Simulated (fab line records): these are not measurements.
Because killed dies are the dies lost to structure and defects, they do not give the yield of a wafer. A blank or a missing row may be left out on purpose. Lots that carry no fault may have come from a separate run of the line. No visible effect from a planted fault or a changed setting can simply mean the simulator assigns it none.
A struck lot beside a sound one -- flow sky130 -- 16 out of 708 route steps
Sound: wafers L895.3, L895.4, L895.6. The struck wafers were L903.1, L903.4. The cause comes at the end.
Order at every step that has rows: each side's tool, ch and its chambers, its first start. Under that, the readings that differ: sound wafers -- struck wafers -- difference of the means -- sigmas: that difference in standard deviations of wafers without a fault.
alike: a reading whose means differ by less than 2 such deviations, as well as words and numbers matching on both sides. not compared: withheld readings; readings where some wafer has no value; bounds like >300 that might hide an equal value; numbers whose values overlap and for which the record gives no deviation.
A row with sigmas, a row that says differs or no value, or rows on one side alone: a step with any of these is where the two part. Numbers that don't overlap but have no deviation are shown without sigmas and don't part them. A reading missing from all wafers of one side parts the sides only when that side holds two or more wafers.

first, 8 steps without rows for these wafers: SKY_METAL2_DEHYDRATE_07 (time 60 s); SKY_METAL2_HMDS_08 (prime time 60 s); SKY_METAL2_COAT_09 (resist thk 60 nm); SKY_METAL2_COAT_10 (resist thk 450 nm); SKY_METAL2_SOFTBAKE_11 (time 90 s); SKY_METAL2_EXPOSE_12 (exposes mask MM2, target cd 140 nm); SKY_METAL2_PEB_13; SKY_METAL2_DEVELOP_14 (develop time 60 s).
SKY_METAL2_CD_MEAS_15: target cd 140 nm.
  struck on cd sem-02, day 40 10:16; sound on cd sem-02, day 38 22:18
  alike: cd nm
SKY_METAL2_OVL_MEAS_16:
  struck on overlay-02, day 40 10:23; sound on overlay-02, day 38 22:23
  alike: METAL2_OVL
SKY_METAL2_DESCUM_17: chemistry O2, time 8 s.
  sound on rie metal-02 ch 0,1, day 38 22:25; struck on rie metal-02 ch 1, day 40 10:25
  alike: drypump motor current A, oes product au
  not compared: rf hours counter h
SKY_METAL2_ETCH_18: etches BARC in N2/H2, stops on SiO2, time 45.9 s, target depth 60 nm.
  sound on rie metal-02 ch 0,1, day 38 22:28; struck on rie metal-02 ch 1, day 40 10:29
  alike: drypump motor current A, h2 flow sccm, oes product au, throttle valve pct
  not compared: rf hours counter h
SKY_METAL2_METAL_ETCH_19: etches the open film in Cl2/BCl3, stops on SiO2, target depth 360 nm, time 78 s.
  sound on rie metal-02 ch 0,1, day 38 22:32; struck on rie metal-02 ch 1, day 40 10:36
reading,sound,struck,difference,sigmas
model.KrF-thick_of_METAL2_COAT_10.thk nm (nm),159.1 161.3 159.9,192.5 193.8,+33.1,
model.METAL2.cd nm (nm),137.8 134.6 138.7,142.3 144.3,+6.3,
  alike: drypump motor current A, mfc cl2 sccm, oes product au, throttle valve pct
  not compared: rf hours counter h
SKY_METAL2_STRIP_20: strips in O2/N2.
  sound on plasma asher-03 ch 0,1, day 38 22:38; struck on plasma asher-02 ch 1, day 40 10:47
reading,sound,struck,difference,sigmas
drypump motor current A (A),6.2 5.9 5.9,4.7 4.7,-1.3,-3
oes product au (a.u.),0.340 0.340 0.349,0.360 0.359,+0.016,+3
strip time to endpoint s (s),2.72 2.72 2.72,3.06 3.08,+0.35,+8
  not compared: rf hours counter h
then, 1 step without rows for these wafers: SKY_METAL2_STRIP_21 (strips in post etch residue remover, time 1200 s).
-- the record jumps here: 9 days lie between the struck wafers' starts before and after (it left off in module METAL2 and takes up again in module PAD_OPEN, whose first step shown is number 708 of the route) --
SKY_PAD_OPEN_PROBE_99:
  struck on prober-02, day 49 20:53; sound on prober-01, day 48 16:08
  alike: defect limited yield, killed_at_M0_to_M3, killed_at_M4_up, killed at contacts, killed at front end, killed at other, killed dies, killed on rim, killed open, killed short, sort_bin_3_pad_short, sort_bin_5_function, sort_bin_6_memory, sort n pass, sort yield pct

== WHERE THEY PART ==
SKY_METAL2_STRIP_20 only, going by this record. Later steps at which nothing parts them and some readings are alike: SKY_PAD_OPEN_PROBE_99.

WHY: whatever the simulator had introduced
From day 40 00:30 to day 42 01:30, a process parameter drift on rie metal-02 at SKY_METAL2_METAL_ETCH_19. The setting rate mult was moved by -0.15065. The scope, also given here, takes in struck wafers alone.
